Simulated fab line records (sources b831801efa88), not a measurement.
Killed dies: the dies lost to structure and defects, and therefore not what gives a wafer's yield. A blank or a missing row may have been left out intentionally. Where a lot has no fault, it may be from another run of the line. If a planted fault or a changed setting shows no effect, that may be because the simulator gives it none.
One fault through the eyes of 2 desks | flow gf180mcu | what lay behind the numbers comes last; until then each desk has only its own

AT THE TOOL OWNER'S DESK: implanter-03
The tool's own readings at GF_HV_LDD_IMPLANT_35: means of the sampled wafers that have a number, for each lot that ran on this tool. If a lot's mean is further than 4 standard deviations from the usual mean, the lot is out of limits and carries the mark OUT (the distance appears in the brackets).
Columns: A = dose-ions-cm2 at GF_HV_LDD_IMPLANT_35, usual 7.499e+12; B = faraday-current-uA at GF_HV_LDD_IMPLANT_35, usual 42.3
lot  | first seen here | A                           | B
L701 | day 12 21:04    | 7.497e+12                   | 41.7
L704 | day 13 03:11    | 7.509e+12                   | 42.4
L703 | day 13 06:53    | 1.424e+13 (+99 or more) OUT | 80.7 (+49) OUT
L705 | day 13 12:13    | 1.425e+13 (+99 or more) OUT | 81.4 (+49) OUT
L713 | day 16 14:01    | 7.492e+12                   | 41.9
L716 | day 17 04:40    | 7.492e+12                   | 42.4
L717 | day 17 12:47    | 7.500e+12                   | 41.9
L720 | day 18 13:23    | 7.502e+12                   | 41.6
Finding of this desk: L703, L705 out of limits; the first was L703 at day 13 06:53, on dose-ions-cm2 at GF_HV_LDD_IMPLANT_35. In limits: L701, L704, L713, L716, L717, L720.

FROM THE METROLOGY DESK
Lot by lot, what the gauges showed, no matter which tool ran the lot: averages of those sampled wafers that carry a number. If a lot's mean is further than 4 standard deviations from the usual mean, the lot is out of limits and carries the mark OUT (the distance appears in the brackets).
Columns: A = HV_LDD_3_TW at GF_HV_LDD_TW_MEAS_38, usual 1452; B = HV_LDD_RS at GF_HV_LDD_RS_MEAS_53, usual 418.7 ohm/sq
lot  | first seen here | A               | B
L701 | day 12 21:28    | 1465            | 419.2
L704 | day 13 03:35    | 1456            | 418.9
L703 | day 13 07:17    | 1550 (+8.9) OUT | 402.4 (-18) OUT
L705 | day 13 12:37    | 1565 (+10) OUT  | 403.3 (-17) OUT
L713 | day 16 14:25    | 1461            | 418.7
L714 | day 16 16:40    | 1452            | 419.7
L715 | day 17 03:49    | 1457            | 418.8
L716 | day 17 05:03    | 1438            | 419.3
L717 | day 17 13:11    | 1456            | 419.2
L720 | day 18 13:47    | 1453            | 417.8
This desk's finding: out of limits on L703, L705; first on L703, day 13 07:17 (HV_LDD_3_TW at GF_HV_LDD_TW_MEAS_38). In limits: L701, L704, L713, L714, L715, L716, L717, L720.

PUT TOGETHER
The tool owner's desk could have raised an alarm at day 13 06:53, on L703, L705.
An alarm was possible from the metrology desk at day 13 07:17, on L703, L705.
Every lot named ran GF_HV_LDD_IMPLANT_35 on implanter-03.

WHAT THE SIMULATOR HAD INSERTED
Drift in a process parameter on implanter-03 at GF_HV_LDD_IMPLANT_35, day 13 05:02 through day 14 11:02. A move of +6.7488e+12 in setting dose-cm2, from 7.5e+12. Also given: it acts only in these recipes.
Lots struck among those shown: L703, L705.
Delay (hours) between the fault's onset and each desk's first out-of-limits reading: 2 at the tool owner's desk, 2 at the metrology desk.
